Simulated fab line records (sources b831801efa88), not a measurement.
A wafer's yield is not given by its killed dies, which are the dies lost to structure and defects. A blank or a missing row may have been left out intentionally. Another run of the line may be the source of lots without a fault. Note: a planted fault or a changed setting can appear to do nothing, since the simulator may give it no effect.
What tool caused it? | flow sky130 | 12 lots, 36 wafers sampled, at 4 steps of a route of 708

WHAT THE GAUGES SHOWED, per wafer
SKY_LI_CONTACT_THK_MEAS_01.
lot  | measured     | on           | LI_CONTACT_HDPCVD_THK (nm)
L290 | day 27 13:18 | filmMetro-02 | 935 932 937
L294 | day 29 12:11 | filmMetro-04 | 922 920 921
L299 | day 31 00:28 | filmMetro-01 | 924 929 1110
L304 | day 32 17:12 | filmMetro-02 | 934 935 931
L305 | day 33 02:14 | filmMetro-04 | 930 943 943
L306 | day 33 10:03 | filmMetro-01 | 918 910 914
L307 | day 33 17:17 | filmMetro-01 | 929 926 928
L309 | day 34 13:51 | filmMetro-01 | 935 910 915
L310 | day 34 15:41 | filmMetro-02 | 948 924 940
L311 | day 34 22:14 | filmMetro-01 | 927 914 926
L313 | day 36 11:33 | filmMetro-04 | 935 938 931
L312 | day 36 13:25 | filmMetro-04 | 924 932 937

SKY_LI_CONTACT_OVL_MEAS_13.
lot  | measured     | on         | LI_CONTACT_OVL (nm)
L290 | day 28 18:31 | overlay-02 | 2 -2 -3
L294 | day 30 15:32 | overlay-02 | -5 -4 -8
L299 | day 32 04:19 | overlay-02 | -7 3 -13
L304 | day 33 20:34 | overlay-01 | 0 2 -4
L305 | day 34 04:14 | overlay-01 | -1 -1 3
L306 | day 34 12:38 | overlay-02 | -7 -12 -7
L307 | day 34 19:52 | overlay-02 | -5 4 0
L309 | day 35 16:25 | overlay-02 | -3 3 1
L310 | day 35 18:43 | overlay-02 | -2 5 2
L311 | day 36 01:13 | overlay-01 | -1 -7 -10
L313 | day 37 13:44 | overlay-02 | 2 -1 1
L312 | day 37 16:05 | overlay-02 | -7 -7 -1

EACH LOT AND THE TOOL THAT RAN IT (in order: tool; ch and the chambers of the sampled wafers; start)
lot  | SKY_LI_CONTACT_HDPCVD_00         | SKY_LI_CONTACT_CMP_02
L290 | hdpcvd-01 ch 1,2, day 27 13:10   | cmp-02 ch 1,3, day 27 13:23
L294 | hdpcvd-02 ch 1,2, day 29 12:04   | cmp-02 ch 2,3, day 29 12:14
L299 | hdpcvd-01 ch 0,2, day 31 00:22   | cmp-01 ch 0,2,3, day 31 00:41
L304 | hdpcvd-02 ch 0,1,2, day 32 17:05 | cmp-01 ch 0,3, day 32 17:15
L305 | hdpcvd-02 ch 0,1, day 33 02:08   | cmp-01 ch 0,2,3, day 33 02:20
L306 | hdpcvd-02 ch 1,2, day 33 09:56   | cmp-01 ch 0,3, day 33 10:06
L307 | hdpcvd-01 ch 0,1, day 33 17:10   | cmp-02 ch 1,2,3, day 33 17:20
L309 | hdpcvd-01 ch 0,2, day 34 13:45   | cmp-01 ch 0,2,3, day 34 13:55
L310 | hdpcvd-02 ch 0,1,2, day 34 15:34 | cmp-02 ch 0,1, day 34 15:44
L311 | hdpcvd-02 ch 0,1,2, day 34 22:07 | cmp-02 ch 1,2,3, day 34 22:20
L313 | hdpcvd-01 ch 0,1, day 36 11:26   | cmp-02 ch 1,3, day 36 11:39
L312 | hdpcvd-02 ch 0,1, day 36 13:17   | cmp-02 ch 1,2,3, day 36 13:36
- SKY_LI_CONTACT_HDPCVD_00: deposits PSG, target thk 930 nm, time 155 s.
- SKY_LI_CONTACT_CMP_02: polishes PSG.

WHAT THE TOOLS THEMSELVES READ (means of the sampled wafers that have a number; where no wafer has one, the mark that the record gives instead)
SKY_LI_CONTACT_HDPCVD_00.
lot  | tool      | sih4FlowSccm (sccm)
L290 | hdpcvd-01 | 60.11
L294 | hdpcvd-02 | 59.92
L299 | hdpcvd-01 | 63.96
L304 | hdpcvd-02 | 60.01
L305 | hdpcvd-02 | 59.81
L306 | hdpcvd-02 | 59.96
L307 | hdpcvd-01 | 60.13
L309 | hdpcvd-01 | 60.20
L310 | hdpcvd-02 | 59.66
L311 | hdpcvd-02 | 59.93
L313 | hdpcvd-01 | 60.18
L312 | hdpcvd-02 | 59.93

SKY_LI_CONTACT_CMP_02.
lot  | tool   | motorCurrentA (A) | timeToEndpointS (s)
L290 | cmp-02 | 11.4              | 33.3
L294 | cmp-02 | 12.9              | 33.0
L299 | cmp-01 | 11.8              | 38.7
L304 | cmp-01 | 11.1              | 33.2
L305 | cmp-01 | 12.1              | 33.3
L306 | cmp-01 | 11.6              | 29.5
L307 | cmp-02 | 12.3              | 33.4
L309 | cmp-01 | 12.0              | 28.2
L310 | cmp-02 | 11.5              | 33.4
L311 | cmp-02 | 12.6              | 32.6
L313 | cmp-02 | 12.5              | 33.1
L312 | cmp-02 | 12.2              | 33.8

THE ANSWER, worked out from the rows above alone
Rule: usual is defined by the lots themselves. The widest of any qualifying gaps counts: lots, ordered by their means at a reading, are off when they make up no more than a third of the lots, leave a main group of 4 or more, and stand apart from it by 3 or more times the standard deviation of that group's means. A main group whose means are all the same, to the digits that the tables above print for the reading, isn't used. A lot without any number at a reading at which 4 lots or more have one is off too. All remaining lots with rows at the step are treated as sound. Order of review: gauges by route order, followed by the tools' own readings, for which a lot's mean as printed above is used. The first step at which some lot is off is used, and at that step the reading that is off furthest; a lot without a number counts as furthest.
Off: L299, at SKY_LI_CONTACT_THK_MEAS_01 (LI_CONTACT_HDPCVD_THK). Main group: mean 929 nm, sd 7.8.
If a tool, at a process step before that reading, ran all the lots that are off and no sound lot after the first of them, it fits. The gauges at SKY_LI_CONTACT_THK_MEAS_01 aren't tried: what is off there is off at SKY_LI_CONTACT_HDPCVD_00 too, on other tools, and a gauge's error can't cause that. No candidate that was tried fits.

WHAT WAS PUT IN BY THE SIMULATOR
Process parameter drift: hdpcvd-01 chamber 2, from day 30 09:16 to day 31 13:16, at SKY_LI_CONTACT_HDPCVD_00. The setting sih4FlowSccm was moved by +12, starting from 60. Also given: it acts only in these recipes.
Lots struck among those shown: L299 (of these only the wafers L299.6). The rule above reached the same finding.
